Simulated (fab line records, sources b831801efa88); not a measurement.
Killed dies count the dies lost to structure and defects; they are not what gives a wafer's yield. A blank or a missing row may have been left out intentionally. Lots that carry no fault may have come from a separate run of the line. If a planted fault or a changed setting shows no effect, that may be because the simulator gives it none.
The tool behind it: which one? :: flow sky130 :: Sampling: 7 lots, 20 wafers, 4 of 708 route steps

## WHAT EACH GAUGE READ, for each wafer
SKY_SD_N_RS_MEAS_18: measures by four-point-probe.
lot: L117
measured: day 28 02:48
on: film_metro-02
RES_XHIGH_RS (ohm/sq): 332.0 332.5 332.7

lot: L121
measured: day 29 16:30
on: film_metro-03
RES_XHIGH_RS (ohm/sq): 332.6 331.7 332.4

lot: L125
measured: day 31 03:33
on: film_metro-04
RES_XHIGH_RS (ohm/sq): 334.3 332.8 333.0

lot: L127
measured: day 31 19:01
on: film_metro-02
RES_XHIGH_RS (ohm/sq): 333.9 334.6 333.9

lot: L134
measured: day 34 02:55
on: film_metro-04
RES_XHIGH_RS (ohm/sq): 380.7 332.7

lot: L137
measured: day 34 13:59
on: film_metro-03
RES_XHIGH_RS (ohm/sq): 334.2 334.2 334.0

lot: L139
measured: day 35 06:14
on: film_metro-03
RES_XHIGH_RS (ohm/sq): 335.4 335.6 335.2

## WHICH TOOL RAN EACH LOT (tool, then ch and the chambers of the sampled wafers, then the start)
lot: L117
SKY_POLY_CUT_STRIP_12: plasma_asher-02 ch 0,1, day 24 10:05
SKY_RES_XHIGH_IMPLANT_07: implanter-03 ch 0, day 26 20:40
SKY_RES_XHIGH_STRIP_08: plasma_asher-02 ch 0,1, day 26 20:47

lot: L121
SKY_POLY_CUT_STRIP_12: plasma_asher-01 ch 0,1, day 26 02:33
SKY_RES_XHIGH_IMPLANT_07: implanter-03 ch 0, day 28 12:13
SKY_RES_XHIGH_STRIP_08: plasma_asher-03 ch 0,1, day 28 12:21

lot: L125
SKY_POLY_CUT_STRIP_12: plasma_asher-01 ch 1, day 27 14:35
SKY_RES_XHIGH_IMPLANT_07: implanter-02 ch 0, day 29 22:44
SKY_RES_XHIGH_STRIP_08: plasma_asher-01 ch 1, day 29 22:52

lot: L127
SKY_POLY_CUT_STRIP_12: plasma_asher-04 ch 0,1, day 28 06:36
SKY_RES_XHIGH_IMPLANT_07: implanter-01 ch 0, day 30 14:49
SKY_RES_XHIGH_STRIP_08: plasma_asher-03 ch 1, day 30 14:57

lot: L134
SKY_POLY_CUT_STRIP_12: plasma_asher-04 ch 0, day 30 17:11
SKY_RES_XHIGH_IMPLANT_07: implanter-03 ch 0, day 32 23:27
SKY_RES_XHIGH_STRIP_08: plasma_asher-03 ch 1, day 32 23:35

lot: L137
SKY_POLY_CUT_STRIP_12: plasma_asher-02 ch 0,1, day 31 03:54
SKY_RES_XHIGH_IMPLANT_07: implanter-02 ch 0, day 33 10:07
SKY_RES_XHIGH_STRIP_08: plasma_asher-02 ch 0,1, day 33 10:16

lot: L139
SKY_POLY_CUT_STRIP_12: plasma_asher-04 ch 0,1, day 31 20:53
SKY_RES_XHIGH_IMPLANT_07: implanter-02 ch 0, day 34 02:57
SKY_RES_XHIGH_STRIP_08: plasma_asher-01 ch 0,1, day 34 03:06
- SKY_POLY_CUT_STRIP_12: strips in O2/N2.
- SKY_RES_XHIGH_IMPLANT_07
- SKY_RES_XHIGH_STRIP_08: strips in O2/N2.

## THE ANSWER, worked out from the rows above alone
Rule: usual is defined by the lots themselves. The widest of any qualifying gaps counts: lots, ordered by their means at a reading, are off when they make up no more than a third of the lots, leave a main group of 4 or more, and stand apart from it by 3 or more times the standard deviation of that group's means. A main group is skipped when, at the precision printed for the reading in the tables above, its means are all equal. Also off: a lot with no number at a reading for which 4 or more lots have one. Any other lot the step has rows for is counted as sound.
Off: L134, seen at SKY_SD_N_RS_MEAS_18 (RES_XHIGH_RS). The main group: mean 333.6 ohm/sq, standard deviation 1.1.
A tool fits if, at a process step before that reading, it ran every lot that is off, and no sound lot after the first of them. Those tools and the gauges at SKY_SD_N_RS_MEAS_18 are tried in the same way. Can't be told from this: 3 tools fit, implanter-03 at SKY_RES_XHIGH_IMPLANT_07, plasma_asher-03 at SKY_RES_XHIGH_STRIP_08, film_metro-04 at SKY_SD_N_RS_MEAS_18.

## WHAT THE SIMULATOR HAD PUT IN
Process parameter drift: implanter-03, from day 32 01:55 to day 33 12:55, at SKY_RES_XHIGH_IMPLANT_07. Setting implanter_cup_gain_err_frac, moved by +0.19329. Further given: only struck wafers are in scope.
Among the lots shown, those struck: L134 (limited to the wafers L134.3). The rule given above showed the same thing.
